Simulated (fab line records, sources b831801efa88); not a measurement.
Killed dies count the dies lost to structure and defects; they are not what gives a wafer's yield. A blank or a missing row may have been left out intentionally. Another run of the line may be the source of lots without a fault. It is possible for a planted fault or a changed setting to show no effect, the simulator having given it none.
One fault seen from 2 desks | flow gf180mcu | each desk has only its own numbers; what lay behind them comes last

== THE METROLOGY DESK ==
Lot by lot, what the gauges showed, no matter which tool ran the lot: averages of those sampled wafers that carry a number. A lot is out of limits, marked OUT, if its mean lies more than 4 standard deviations from the usual mean; the brackets give that distance.
Columns: A = cd nm at GF_V3_CD_MEAS_14, usual 259.8 nm; B = V3_OVL at GF_V3_OVL_MEAS_15, usual 0 nm
lot  | first seen here | A     | B
L350 | day 24 12:17    | 261.0 | 3
L351 | day 24 20:49    | 260.6 | 1
L363 | day 28 09:10    | 259.9 | 2
L365 | day 28 20:47    | 259.3 | -12
L367 | day 29 13:29    | 260.9 | 5
Result from this desk: across the 5 lots, nothing is out of limits.

== FOR THE TOOL OWNER'S DESK: pvd sputter-01 ==
The tool's own readings at GF_V3_SPUTTER_21 (material Ti, target thk 15 nm, time 80.02 s): means of the sampled wafers that have a number, for each lot that ran on this tool. A lot is out of limits, marked OUT, if its mean lies more than 4 standard deviations from the usual mean; the brackets give that distance.
Columns: A = cathode dc power W at GF_V3_SPUTTER_21, usual 2500.0 W; B = throttle valve pct at GF_V3_SPUTTER_21, usual 29.6 %
lot  | first seen here | A      | B
L350 | day 24 13:06    | 2500.2 | 29.7
L363 | day 28 10:00    | 2500.1 | 29.6
Result from this desk: across the 2 lots, nothing is out of limits.

== PUT TOGETHER ==
At the metrology desk, nothing out of limits was observed.
The desk of the tool owner found nothing out of limits.

== WHAT THE SIMULATOR HAD PUT IN ==
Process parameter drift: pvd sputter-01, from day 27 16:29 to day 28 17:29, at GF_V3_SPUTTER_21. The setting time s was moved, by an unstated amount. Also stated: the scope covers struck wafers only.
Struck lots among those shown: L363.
